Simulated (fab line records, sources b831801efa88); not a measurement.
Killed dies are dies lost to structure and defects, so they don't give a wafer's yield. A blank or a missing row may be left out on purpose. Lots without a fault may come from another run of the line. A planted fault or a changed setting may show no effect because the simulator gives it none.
Which tool did it? | flow sky130 | 12 lots, 36 wafers sampled, at 5 steps of a route of 708

WHAT THE GAUGES READ, wafer by wafer
SKY_CONTACT_CD_MEAS_14: target cd 170 nm. Usual: cd_nm 170.0 nm, standard deviation 1.4.
lot  | measured     | on        | cd_nm (nm)        | flag
L164 | day 32 21:24 | cd_sem-02 | 172.8 171.6 171.2 |
L166 | day 33 10:52 | cd_sem-02 | 169.2 170.0 169.0 |
L168 | day 33 21:00 | cd_sem-02 | 167.9 168.8 169.8 |
L169 | day 34 02:26 | cd_sem-01 | 171.3 170.8 172.2 |
L170 | day 34 16:00 | cd_sem-01 | 169.3 167.7 168.3 |
L171 | day 34 18:28 | cd_sem-01 | 168.4 169.0 168.6 |
L173 | day 35 02:45 | cd_sem-01 | 169.8 169.7 169.4 |
L174 | day 35 19:56 | cd_sem-02 | 169.3 169.0 169.0 |
L175 | day 36 01:13 | cd_sem-02 | 170.3 170.6 170.1 |
L179 | day 37 15:18 | cd_sem-02 | 170.7 172.0 169.6 |
L184 | day 38 09:05 | cd_sem-01 | 168.9 169.4 168.8 |
L185 | day 38 10:41 | cd_sem-01 | 169.9 171.5 170.6 |

SKY_VIA1_THK_MEAS_01. Usual: VIA1_HDPCVD_THK 1055 nm, standard deviation 9.3.
lot  | measured     | on            | VIA1_HDPCVD_THK (nm) | flag
L164 | day 34 03:09 | film_metro-03 | 1065 1056 1053       |
L166 | day 34 14:51 | film_metro-03 | 1062 1047 1059       |
L168 | day 35 02:26 | film_metro-01 | 1059 1061 1059       |
L169 | day 35 07:43 | film_metro-04 | 1053 1062 1060       |
L170 | day 35 20:23 | film_metro-04 | 1069 1079 1068       |
L171 | day 35 23:20 | film_metro-04 | 1045 1045 1049       |
L173 | day 36 07:28 | film_metro-04 | 1074 1079 1064       |
L174 | day 37 00:28 | film_metro-04 | 2096 2092 2112       | OFF
L175 | day 37 06:02 | film_metro-04 | 1063 1047 1054       |
L179 | day 38 19:10 | film_metro-01 | 2104 2106 2098       | OFF
L184 | day 39 11:51 | film_metro-03 | 1040 1054 1055       |
L185 | day 39 13:40 | film_metro-03 | 1062 1060 1059       |

WHICH TOOL RAN EACH LOT (tool, then ch and the chambers of the sampled wafers, then the start)
lot  | SKY_CONTACT_CMP_04            | SKY_CONTACT_CVD_24            | SKY_VIA1_HDPCVD_00
L164 | cmp-01 ch 0,2,3, day 31 18:40 | cvd_w-01 ch 0,1, day 32 22:23 | hdpcvd-02 ch 0,1, day 34 02:59
L166 | cmp-01 ch 0,2, day 32 07:53   | cvd_w-02 ch 1, day 33 11:48   | hdpcvd-01 ch 0,1,2, day 34 14:44
L168 | cmp-02 ch 0,1,2, day 32 17:58 | cvd_w-01 ch 0,1, day 33 21:56 | hdpcvd-02 ch 0,2, day 35 02:20
L169 | cmp-02 ch 1,3, day 33 00:23   | cvd_w-02 ch 0,1, day 34 03:23 | hdpcvd-01 ch 0,2, day 35 07:35
L170 | cmp-02 ch 1,2,3, day 33 14:13 | cvd_w-01 ch 0,1, day 34 17:05 | hdpcvd-02 ch 0,1,2, day 35 20:17
L171 | cmp-02 ch 0,1,2, day 33 15:43 | cvd_w-01 ch 0,1, day 34 19:33 | hdpcvd-01 ch 1,2, day 35 23:13
L173 | cmp-02 ch 2,3, day 34 00:15   | cvd_w-01 ch 0,1, day 35 03:51 | hdpcvd-02 ch 0,1, day 36 07:19
L174 | cmp-02 ch 1,2,3, day 34 17:58 | cvd_w-02 ch 0,1, day 35 20:51 | hdpcvd-01 ch 0,1,2, day 37 00:04
L175 | cmp-02 ch 1,2, day 34 22:35   | cvd_w-01 ch 0,1, day 36 02:09 | hdpcvd-01 ch 0,2, day 37 05:54
L179 | cmp-02 ch 1,2, day 36 13:27   | cvd_w-01 ch 0,1, day 37 16:17 | hdpcvd-02 ch 0,1,2, day 38 18:47
L184 | cmp-01 ch 2,3, day 37 07:44   | cvd_w-02 ch 0,1, day 38 10:00 | hdpcvd-01 ch 0,2, day 39 11:44
L185 | cmp-01 ch 1,2, day 37 09:50   | cvd_w-02 ch 0,1, day 38 11:38 | hdpcvd-02 ch 0,1, day 39 13:32
- SKY_CONTACT_CMP_04: polishes SiO2.
- SKY_CONTACT_CVD_24: deposits W, target thk 340 nm, time 102.12 s.
- SKY_VIA1_HDPCVD_00: deposits SiO2, target thk 1030 nm, time 171.7 s.

WHAT THE TOOLS THEMSELVES READ (means of the sampled wafers that have a number; where no wafer has one, the mark that the record gives instead)
SKY_CONTACT_CMP_04. Usual: motor_current_A 11.8 A, standard deviation 0.82; time_to_endpoint_s 77 s, standard deviation 3.8.
lot  | tool   | motor_current_A (A) | time_to_endpoint_s (s) | flag
L164 | cmp-01 | 11.8                | 78                     |
L166 | cmp-01 | 11.4                | 78                     |
L168 | cmp-02 | 11.8                | 76                     |
L169 | cmp-02 | 11.0                | 77                     |
L170 | cmp-02 | 11.4                | 77                     |
L171 | cmp-02 | 11.9                | 78                     |
L173 | cmp-02 | 10.8                | 77                     |
L174 | cmp-02 | 11.5                | 71                     |
L175 | cmp-02 | 12.2                | 74                     |
L179 | cmp-02 | 12.3                | 72                     |
L184 | cmp-01 | 12.5                | 80                     |
L185 | cmp-01 | 12.4                | 80                     |

SKY_CONTACT_CVD_24. Usual: heater_power_w 856 W, standard deviation 53.
lot  | tool     | heater_power_w (W) | flag
L164 | cvd_w-01 | 876                |
L166 | cvd_w-02 | 855                |
L168 | cvd_w-01 | 820                |
L169 | cvd_w-02 | 876                |
L170 | cvd_w-01 | 878                |
L171 | cvd_w-01 | 857                |
L173 | cvd_w-01 | 820                |
L174 | cvd_w-02 | 875                |
L175 | cvd_w-01 | 877                |
L179 | cvd_w-01 | 875                |
L184 | cvd_w-02 | 879                |
L185 | cvd_w-02 | 867                |

THE ANSWER, worked out from the rows above alone
Rule: a lot is off if the mean of its wafers that have a number lies more than 3 standard deviations from the usual mean. A lot without any number at a reading at which 4 lots or more have one is off too. The other lots that the step has rows for count as sound. The gauges are gone through in route order, then the tools' own readings, and for those a lot's mean is taken as printed above. The first step at which some lot is off is used, and at that step the reading that is off furthest; a lot without a number counts as furthest.
Off: L174, L179, at SKY_VIA1_THK_MEAS_01 (VIA1_HDPCVD_THK).
A tool fits if, at a process step before that reading, it ran every lot that is off, and no sound lot after the first of them. The gauges at SKY_VIA1_THK_MEAS_01 are tried like those tools. None of those tried fits.

WHAT THE SIMULATOR HAD PUT IN
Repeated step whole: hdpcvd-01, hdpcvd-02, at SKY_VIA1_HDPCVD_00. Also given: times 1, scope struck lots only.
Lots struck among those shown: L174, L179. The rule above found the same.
